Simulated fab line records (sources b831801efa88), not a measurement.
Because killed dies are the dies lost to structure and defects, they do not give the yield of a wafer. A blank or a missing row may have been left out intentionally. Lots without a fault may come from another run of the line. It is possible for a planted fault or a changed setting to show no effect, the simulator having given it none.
Which tool did it? / flow sky130 / 11 lots with 33 wafers sampled at 4 steps, on a route of 708 steps

## WHAT THE GAUGES READ, wafer by wafer
SKY_PASSIVATION_THK_MEAS_01.
lot=L969; measured=day 43 07:13; on=film_metro-01; PASSIVATION_CVD_00_THK (nm)=88.9 89.3 90.9
lot=L970; measured=day 43 10:52; on=film_metro-02; PASSIVATION_CVD_00_THK (nm)=90.9 91.3 90.8
lot=L971; measured=day 44 09:22; on=film_metro-03; PASSIVATION_CVD_00_THK (nm)=88.1 90.2 88.9
lot=L972; measured=day 44 20:13; on=film_metro-03; PASSIVATION_CVD_00_THK (nm)=92.1 90.9 92.4
lot=L974; measured=day 46 00:50; on=film_metro-02; PASSIVATION_CVD_00_THK (nm)=88.2 89.9 90.7
lot=L975; measured=day 46 06:27; on=film_metro-01; PASSIVATION_CVD_00_THK (nm)=90.2 91.3 92.1
lot=L976; measured=day 46 16:53; on=film_metro-01; PASSIVATION_CVD_00_THK (nm)=89.8 90.3 92.3
lot=L978; measured=day 46 17:31; on=film_metro-01; PASSIVATION_CVD_00_THK (nm)=89.7 89.7 91.2
lot=L985; measured=day 48 07:49; on=film_metro-03; PASSIVATION_CVD_00_THK (nm)=89.2 88.9 90.7
lot=L986; measured=day 48 19:39; on=film_metro-01; PASSIVATION_CVD_00_THK (nm)=89.6 89.3 91.9
lot=L992; measured=day 49 14:40; on=film_metro-02; PASSIVATION_CVD_00_THK (nm)=88.7 89.6 89.8

## EACH LOT AND THE TOOL THAT RAN IT (in order: tool; ch and the chambers of the sampled wafers; start)
lot=L969; SKY_METAL1_METAL_ETCH_19=rie_metal-02 ch 0,1, day 32 07:44; SKY_METAL5_SPUTTER_01=pvd_sputter-02, day 42 08:48; SKY_METAL5_DESCUM_14=rie_metal-01 ch 0,1, day 43 06:12
lot=L970; SKY_METAL1_METAL_ETCH_19=rie_metal-04 ch 0,1, day 32 09:59; SKY_METAL5_SPUTTER_01=pvd_sputter-03, day 42 12:25; SKY_METAL5_DESCUM_14=rie_metal-02 ch 0,1, day 43 09:58
lot=L971; SKY_METAL1_METAL_ETCH_19=rie_metal-03 ch 0,1, day 33 11:19; SKY_METAL5_SPUTTER_01=pvd_sputter-01, day 43 10:25; SKY_METAL5_DESCUM_14=rie_metal-02 ch 0,1, day 44 08:28
lot=L972; SKY_METAL1_METAL_ETCH_19=rie_metal-04 ch 0,1, day 34 01:35; SKY_METAL5_SPUTTER_01=pvd_sputter-02, day 43 22:01; SKY_METAL5_DESCUM_14=rie_metal-03 ch 0,1, day 44 19:15
lot=L974; SKY_METAL1_METAL_ETCH_19=rie_metal-04 ch 0,1, day 35 11:32; SKY_METAL5_SPUTTER_01=pvd_sputter-03, day 45 04:09; SKY_METAL5_DESCUM_14=rie_metal-01 ch 0,1, day 45 23:57
lot=L975; SKY_METAL1_METAL_ETCH_19=rie_metal-03 ch 0,1, day 35 19:57; SKY_METAL5_SPUTTER_01=pvd_sputter-03, day 45 08:45; SKY_METAL5_DESCUM_14=rie_metal-03 ch 1, day 46 05:18
lot=L976; SKY_METAL1_METAL_ETCH_19=rie_metal-03 ch 0,1, day 36 04:55; SKY_METAL5_SPUTTER_01=pvd_sputter-03, day 45 20:31; SKY_METAL5_DESCUM_14=rie_metal-02 ch 0,1, day 46 15:57
lot=L978; SKY_METAL1_METAL_ETCH_19=rie_metal-04 ch 0,1, day 36 05:59; SKY_METAL5_SPUTTER_01=pvd_sputter-01, day 45 20:31; SKY_METAL5_DESCUM_14=rie_metal-03 ch 0,1, day 46 16:36
lot=L985; SKY_METAL1_METAL_ETCH_19=rie_metal-03 ch 0,1, day 38 08:40; SKY_METAL5_SPUTTER_01=pvd_sputter-02, day 47 11:40; SKY_METAL5_DESCUM_14=rie_metal-01 ch 0,1, day 48 06:54
lot=L986; SKY_METAL1_METAL_ETCH_19=rie_metal-03 ch 0,1, day 38 23:12; SKY_METAL5_SPUTTER_01=pvd_sputter-02, day 47 22:57; SKY_METAL5_DESCUM_14=rie_metal-03 ch 0,1, day 48 18:22
lot=L992; SKY_METAL1_METAL_ETCH_19=rie_metal-04 ch 0, day 40 00:17; SKY_METAL5_SPUTTER_01=pvd_sputter-01, day 48 19:55; SKY_METAL5_DESCUM_14=rie_metal-02 ch 0,1, day 49 13:45
- SKY_METAL1_METAL_ETCH_19: etches the open film in Cl2/BCl3, stops on SiO2, target depth 360 nm, time 78 s.
- SKY_METAL5_SPUTTER_01: material TiN, target thk 20 nm, time 16.7 s.
- SKY_METAL5_DESCUM_14: chemistry O2, time 11 s.

## WHAT THE TOOLS THEMSELVES READ (means of the sampled wafers that have a number; where no wafer has one, the mark that the record gives instead)
SKY_METAL1_METAL_ETCH_19.
lot=L969; tool=rie_metal-02; drypump_motor_current_A (A)=5.7; oes_product_au (a.u.)=0.848; rf_fwd_power_W (W)=894; throttle_valve_pct (%)=22.266
lot=L970; tool=rie_metal-04; drypump_motor_current_A (A)=5.5; oes_product_au (a.u.)=0.860; rf_fwd_power_W (W)=891; throttle_valve_pct (%)=22.264
lot=L971; tool=rie_metal-03; drypump_motor_current_A (A)=6.3; oes_product_au (a.u.)=0.855; rf_fwd_power_W (W)=892; throttle_valve_pct (%)=22.266
lot=L972; tool=rie_metal-04; drypump_motor_current_A (A)=5.5; oes_product_au (a.u.)=0.848; rf_fwd_power_W (W)=893; throttle_valve_pct (%)=22.258
lot=L974; tool=rie_metal-04; drypump_motor_current_A (A)=5.5; oes_product_au (a.u.)=0.856; rf_fwd_power_W (W)=892; throttle_valve_pct (%)=22.261
lot=L975; tool=rie_metal-03; drypump_motor_current_A (A)=6.3; oes_product_au (a.u.)=0.854; rf_fwd_power_W (W)=895; throttle_valve_pct (%)=22.272
lot=L976; tool=rie_metal-03; drypump_motor_current_A (A)=6.2; oes_product_au (a.u.)=0.851; rf_fwd_power_W (W)=893; throttle_valve_pct (%)=22.264
lot=L978; tool=rie_metal-04; drypump_motor_current_A (A)=5.5; oes_product_au (a.u.)=0.853; rf_fwd_power_W (W)=893; throttle_valve_pct (%)=22.251
lot=L985; tool=rie_metal-03; drypump_motor_current_A (A)=6.2; oes_product_au (a.u.)=0.859; rf_fwd_power_W (W)=895; throttle_valve_pct (%)=22.267
lot=L986; tool=rie_metal-03; drypump_motor_current_A (A)=6.3; oes_product_au (a.u.)=0.857; rf_fwd_power_W (W)=893; throttle_valve_pct (%)=22.264
lot=L992; tool=rie_metal-04; drypump_motor_current_A (A)=5.0; oes_product_au (a.u.)=0.849; rf_fwd_power_W (W)=893; throttle_valve_pct (%)=22.264

SKY_METAL5_SPUTTER_01.
lot=L969; tool=pvd_sputter-02; cathode_dc_power_W (W)=6499.6; throttle_valve_pct (%)=29.8
lot=L970; tool=pvd_sputter-03; cathode_dc_power_W (W)=6499.8; throttle_valve_pct (%)=30.1
lot=L971; tool=pvd_sputter-01; cathode_dc_power_W (W)=6501.0; throttle_valve_pct (%)=30.1
lot=L972; tool=pvd_sputter-02; cathode_dc_power_W (W)=6500.6; throttle_valve_pct (%)=29.8
lot=L974; tool=pvd_sputter-03; cathode_dc_power_W (W)=6499.3; throttle_valve_pct (%)=30.2
lot=L975; tool=pvd_sputter-03; cathode_dc_power_W (W)=6500.8; throttle_valve_pct (%)=29.4
lot=L976; tool=pvd_sputter-03; cathode_dc_power_W (W)=6501.2; throttle_valve_pct (%)=29.9
lot=L978; tool=pvd_sputter-01; cathode_dc_power_W (W)=6501.2; throttle_valve_pct (%)=29.1
lot=L985; tool=pvd_sputter-02; cathode_dc_power_W (W)=6501.0; throttle_valve_pct (%)=29.4
lot=L986; tool=pvd_sputter-02; cathode_dc_power_W (W)=6499.7; throttle_valve_pct (%)=29.9
lot=L992; tool=pvd_sputter-01; cathode_dc_power_W (W)=6499.8; throttle_valve_pct (%)=30.1

SKY_METAL5_DESCUM_14.
lot=L969; tool=rie_metal-01; drypump_motor_current_A (A)=5.2; oes_product_au (a.u.)=0.990; rf_fwd_power_W (W)=148.5
lot=L970; tool=rie_metal-02; drypump_motor_current_A (A)=5.7; oes_product_au (a.u.)=1.006; rf_fwd_power_W (W)=146.5
lot=L971; tool=rie_metal-02; drypump_motor_current_A (A)=6.0; oes_product_au (a.u.)=1.002; rf_fwd_power_W (W)=147.0
lot=L972; tool=rie_metal-03; drypump_motor_current_A (A)=6.3; oes_product_au (a.u.)=1.000; rf_fwd_power_W (W)=146.9
lot=L974; tool=rie_metal-01; drypump_motor_current_A (A)=5.5; oes_product_au (a.u.)=1.010; rf_fwd_power_W (W)=147.3
lot=L975; tool=rie_metal-03; drypump_motor_current_A (A)=6.0; oes_product_au (a.u.)=1.000; rf_fwd_power_W (W)=147.6
lot=L976; tool=rie_metal-02; drypump_motor_current_A (A)=5.7; oes_product_au (a.u.)=1.014; rf_fwd_power_W (W)=146.6
lot=L978; tool=rie_metal-03; drypump_motor_current_A (A)=6.2; oes_product_au (a.u.)=0.996; rf_fwd_power_W (W)=146.7
lot=L985; tool=rie_metal-01; drypump_motor_current_A (A)=5.5; oes_product_au (a.u.)=1.000; rf_fwd_power_W (W)=148.0
lot=L986; tool=rie_metal-03; drypump_motor_current_A (A)=6.2; oes_product_au (a.u.)=0.993; rf_fwd_power_W (W)=147.1
lot=L992; tool=rie_metal-02; drypump_motor_current_A (A)=5.7; oes_product_au (a.u.)=1.006; rf_fwd_power_W (W)=146.8

## THE ANSWER, worked out from the rows above alone
Rule: what is usual is taken from the lots themselves. The widest of any qualifying gaps counts: lots, ordered by their means at a reading, are off when they make up no more than a third of the lots, leave a main group of 4 or more, and stand apart from it by 3 or more times the standard deviation of that group's means. A main group whose means are all the same, to the digits that the tables above print for the reading, isn't used. Also off: a lot with no number at a reading for which 4 or more lots have one. Where the step has rows for the other lots, those lots are counted as sound. Order of review: gauges by route order, followed by the tools' own readings, for which a lot's mean as printed above is used. The first step at which some lot is off is used, and at that step the reading that is off furthest; a lot without a number counts as furthest.
No lot is off at any reading shown: from this, nothing can be told.

## WHAT THE SIMULATOR HAD PUT IN
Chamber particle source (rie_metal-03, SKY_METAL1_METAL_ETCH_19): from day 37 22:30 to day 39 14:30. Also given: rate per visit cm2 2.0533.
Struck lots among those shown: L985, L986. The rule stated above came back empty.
